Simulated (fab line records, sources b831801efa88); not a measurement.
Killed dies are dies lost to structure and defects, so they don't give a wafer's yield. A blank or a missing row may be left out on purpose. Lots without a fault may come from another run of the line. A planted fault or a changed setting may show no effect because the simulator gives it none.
A struck lot beside a sound one | flow sky130 | 21 steps out of a route of 708
Sound: wafers L193.4, L193.5, L193.6. Struck: wafers L197.1, L197.2, L197.5. The cause comes at the end.
At each step with rows: each side's tool, then ch and its chambers, then its first start. Under that, the readings that differ: sound wafers | struck wafers | difference of the means | sigmas: that difference in standard deviations of wafers without a fault.
alike: readings whose means differ by less than 2 such deviations, and words and numbers that are the same on both sides. not compared: withheld readings, readings that some wafer has no value for, bounds like >300 that may hide the same value, and numbers for which the record gives no deviation and whose values overlap.
The two part at a step that has a row with sigmas, a row that says differs or no value, or rows on one side only. Numbers that don't overlap but have no deviation are shown without sigmas and don't part them. A reading that every wafer of one side lacks parts them only if that side has two wafers or more.

SKY_POLY_GATE_THK_MEAS_21:
  sound on film_metro-02, day 17 13:10; struck on film_metro-04, day 19 04:31
  alike: POLY_GATE_OXIDATION_THK
SKY_POLY_GATE_CD_MEAS_22:
  sound on cd_sem-02, day 17 13:17; struck on cd_sem-02, day 19 04:34
  alike: cd_nm
then, 7 steps without rows for these wafers: SKY_LDD_N_DEHYDRATE_00 (time 60 s); SKY_LDD_N_HMDS_01 (prime time 60 s); SKY_LDD_N_COAT_02 (resist thk 300 nm); SKY_LDD_N_SOFTBAKE_03 (time 60 s); SKY_LDD_N_EXPOSE_04 (exposes mask NTM, target cd 840 nm); SKY_LDD_N_PEB_05; SKY_LDD_N_DEVELOP_06 (develop time 60 s).
SKY_LDD_N_OVL_MEAS_07:
  sound on overlay-02, day 18 18:42; struck on overlay-02, day 20 12:02
  alike: LDD_N_OVL
then, 2 steps without rows for these wafers: SKY_LDD_N_IMPLANT_08; SKY_LDD_N_IMPLANT_09.
SKY_LDD_N_IMPLANT_10:
  sound on implanter-01 ch 0, day 18 19:05; struck on implanter-01 ch 0, day 20 12:22
  reading            | sound                       | struck                       | difference | sigmas
  dose_ions_cm2      | 7.497e+13 7.5e+13 7.501e+13 | 5.48e+13 5.479e+13 5.479e+13 | -2.02e+13  | -99 or more
  faraday_current_uA | 433 424 418                 | 300 316 308                  | -117       | -14
then, 5 steps without rows for these wafers: SKY_LDD_N_IMPLANT_11; SKY_LDD_N_IMPLANT_12; SKY_LDD_N_IMPLANT_13; SKY_LDD_N_IMPLANT_14; SKY_LDD_N_IMPLANT_15.
SKY_LDD_N_STRIP_16: strips in O2/N2.
  sound on plasma_asher-04 ch 0,1, day 18 19:57; struck on plasma_asher-01 ch 0,1, day 20 13:16
  reading                      | sound             | struck            | difference | sigmas
  strip_time_to_endpoint_s (s) | 4.301 4.330 4.303 | 4.257 4.269 4.242 | -0.055     | -4
  alike: drypump_motor_current_A, oes_product_au
  not compared: rf_hours_counter_h
SKY_LDD_N_TW_MEAS_17:
  sound on film_metro-01, day 18 20:02; struck on film_metro-04, day 20 13:22
  reading  | sound          | struck         | difference | sigmas
  LDD_N_TW | 2567 2557 2582 | 2515 2498 2511 | -61        | -3
-- the record jumps here: 27 days lie between the struck wafers' starts before and after (it left off in module LDD_N and takes up again in module PAD_OPEN, whose first step shown is number 708 of the route) --
SKY_PAD_OPEN_PROBE_99:
  sound on prober-01, day 46 15:44; struck on prober-01, day 47 17:43
  reading                     | sound         | struck            | difference | sigmas
  model.etest.tip_n.rs_ohm_sq | 449 445.4 445 | 468.9 464.4 467.9 | +20.6      |
  alike: killed_at_M0_to_M3, killed_at_M4_up, killed_at_contacts, killed_at_front_end, killed_at_other, killed_dies, killed_on_rim, killed_open, killed_short

WHERE THEY PART
First at SKY_LDD_N_IMPLANT_10; last, within this record, at SKY_LDD_N_TW_MEAS_17. Later steps at which nothing parts them and some readings are alike: SKY_PAD_OPEN_PROBE_99.

WHY: what the simulator had put in
Process parameter drift: implanter-01, from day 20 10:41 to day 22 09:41, at SKY_LDD_N_IMPLANT_10. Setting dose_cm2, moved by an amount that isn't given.
